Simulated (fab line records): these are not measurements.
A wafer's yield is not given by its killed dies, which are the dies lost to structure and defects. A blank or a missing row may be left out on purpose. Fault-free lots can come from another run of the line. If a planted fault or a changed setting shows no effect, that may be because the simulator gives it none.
A struck lot beside a sound one	flow sky130	35 steps out of a route of 708
Sound: these wafers, L122.1, L122.2, L122.3. The struck wafers were L135.1, L135.3, L135.6. Last of all comes the cause.
Each step with rows lists, per side, the tool, then ch with its chambers, then its first start. Under that, the readings that differ: sound wafers	struck wafers	difference of the means	sigmas: that difference in standard deviations of wafers without a fault.
alike: readings whose means differ by less than 2 such deviations, and words and numbers that are the same on both sides. not compared: withheld readings, readings that some wafer has no value for, bounds like >300 that may hide the same value, and numbers for which the record gives no deviation and whose values overlap.
The two part at a step that has a row with sigmas, a row that says differs or no value, or rows on one side only. Non-overlapping numbers with no deviation appear without sigmas and do not part them. A reading that every wafer of one side lacks parts them only if that side has two wafers or more.

first, 4 steps without rows for these wafers: SKY_METAL5_SOFTBAKE_10 (time 60 s); SKY_METAL5_EXPOSE_11 (exposes mask MM5, target cd 1600 nm); SKY_METAL5_PEB_12; SKY_METAL5_DEVELOP_13 (develop time 60 s).
SKY_METAL5_DESCUM_14: chemistry O2, time 11 s.
  sound on rie metal-04 ch 0,1, day 45 02:53; struck on rie metal-04 ch 0,1, day 48 04:19
  alike: drypump motor current A, oes product au
  not compared: rf hours counter h
SKY_METAL5_METAL_ETCH_15: etches the open film in Cl2/BCl3, stops on SiO2, target depth 1260 nm, time 252 s.
  sound on rie metal-04 ch 0,1, day 45 02:55; struck on rie metal-04 ch 0,1, day 48 04:20
  alike: drypump motor current A, oes product au, throttle valve pct
  not compared: rf hours counter h
SKY_METAL5_STRIP_16: strips in O2/N2.
  sound on plasma asher-02 ch 0,1, day 45 03:09; struck on plasma asher-04 ch 0,1, day 48 04:35
  alike: drypump motor current A, oes product au, strip time to endpoint s
  not compared: rf hours counter h
then, 3 steps without rows for these wafers: SKY_METAL5_STRIP_17 (strips in post etch residue remover, time 1200 s); SKY_METAL5_CLEAN_18 (cleans in IPA, time 180 s); SKY_METAL5_CLEAN_19 (cleans in O3/DIW).
SKY_PASSIVATION_CVD_00: deposits SiO2, target thk 90 nm.
  sound on pecvd-03 ch 0,1,2, day 45 03:47; struck on pecvd-01 ch 0,1, day 48 05:11
  alike: heater power w, rf fwd power W
SKY_PASSIVATION_THK_MEAS_01:
  sound on film metro-02 at day 45 03:49; struck on film metro-04 at day 48 05:12
  alike: PASSIVATION_CVD_00_THK
SKY_PASSIVATION_CVD_02: deposits Si3N4, target thk 540 nm.
  sound on pecvd-02 ch 0,2, day 45 03:52; struck on pecvd-03 ch 2, day 48 05:16
reading	sound	struck	difference	sigmas
heater power w (W)	717 737 780	516 528 562	-209	-2
rf fwd power W (W)	449.0 447.6 450.1	520.5 522.5 522.4	+72.9	+52
model.Si3N4_of_PASSIVATION_CVD_02.thk nm (nm)	536.2 531.8 537.3	563.1 573.5 570.4	+33.9	
SKY_PASSIVATION_THK_MEAS_03:
  sound on film metro-03 at day 45 04:13; struck on film metro-03 at day 48 05:36
reading	sound	struck	difference	sigmas
PASSIVATION_CVD_02_THK (nm)	536 532 537	563 573 570	+34	+5
then, 7 steps without rows for these wafers: SKY_PASSIVATION_DEHYDRATE_04 (time 60 s); SKY_PASSIVATION_HMDS_05 (prime time 60 s); SKY_PASSIVATION_COAT_06 (resist thk 3000 nm); SKY_PASSIVATION_SOFTBAKE_07; SKY_PASSIVATION_EXPOSE_08 (exposes mask NSM, target cd 3000 nm); SKY_PASSIVATION_PEB_09; SKY_PASSIVATION_DEVELOP_10 (develop time 60 s).
SKY_PASSIVATION_ETCH_11: etches the open film in CF4/O2, stops on AlCu, target depth 725 nm, time 161.1 s.
  sound on rie diel-04 ch 0,2,3, day 46 01:13; struck on rie diel-04 ch 1,2, day 49 00:41
reading	sound	struck	difference	sigmas
model.etch.depth nm (nm)	700.8 696.2 702.5	722.9 721.1 719.5	+21.3	
model.PASSIVATION.feature depth nm (nm)	700.8 696.2 702.5	722.9 721.1 719.5	+21.3	
  alike: drypump motor current A, oes product au, throttle valve pct
  not compared: rf hours counter h
then, 8 steps without rows for these wafers: SKY_PASSIVATION_STRIP_12 (strips in O2/N2); SKY_PAD_OPEN_DEHYDRATE_00 (time 60 s); SKY_PAD_OPEN_HMDS_01 (prime time 60 s); SKY_PAD_OPEN_COAT_02 (resist thk 3000 nm); SKY_PAD_OPEN_SOFTBAKE_03; SKY_PAD_OPEN_EXPOSE_04 (exposes mask PDM, target cd 60000 nm); SKY_PAD_OPEN_PEB_05; SKY_PAD_OPEN_DEVELOP_06 (develop time 60 s).
SKY_PAD_OPEN_ETCH_07: etches the open film in CF4/O2, stops on AlCu, target depth 725 nm, time 161.1 s.
  sound on rie diel-01 ch 0,1,3, day 46 21:32; struck on rie diel-01 ch 0,2,3, day 49 18:01
reading	sound	struck	difference	sigmas
model.etch.depth nm (nm)	700.8 696.2 702.5	721.7 731.2 729.9	+27.8	
model.PAD_OPEN.feature depth nm (nm)	700.8 696.2 702.5	721.7 731.2 729.9	+27.8	
  alike: drypump motor current A, oes product au, throttle valve pct
  not compared: rf hours counter h
SKY_PAD_OPEN_STRIP_08: strips in O2/N2.
  sound on plasma asher-04 ch 0,1, day 46 21:38; struck on plasma asher-02 ch 0,1, day 49 18:07
  alike: drypump motor current A, oes product au, strip time to endpoint s
  not compared: rf hours counter h
SKY_PAD_OPEN_STRIP_09: strips in post etch residue remover, time 1200 s.
  sound on wet bench-04 ch 3, day 46 21:44; struck on wet bench-04 ch 1, day 49 18:13
reading	sound	struck	difference	sigmas
model.Si3N4_of_PASSIVATION_CVD_02.thk nm (nm)	535.9 531.5 537	562.7 573.1 570	+33.8	
then, 2 steps without rows for these wafers: SKY_PAD_OPEN_CLEAN_10 (cleans in IPA, time 180 s); SKY_PAD_OPEN_PROBE_99.

WHERE THEY PART
At SKY_PASSIVATION_CVD_02 first; at SKY_PASSIVATION_THK_MEAS_03 last (within this record only). Later steps at which nothing parts them and some readings are alike: SKY_PASSIVATION_ETCH_11, SKY_PAD_OPEN_ETCH_07, SKY_PAD_OPEN_STRIP_08.

WHY: whatever the simulator had introduced
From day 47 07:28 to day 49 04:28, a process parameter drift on pecvd-03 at SKY_PASSIVATION_CVD_02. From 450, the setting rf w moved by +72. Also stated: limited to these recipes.
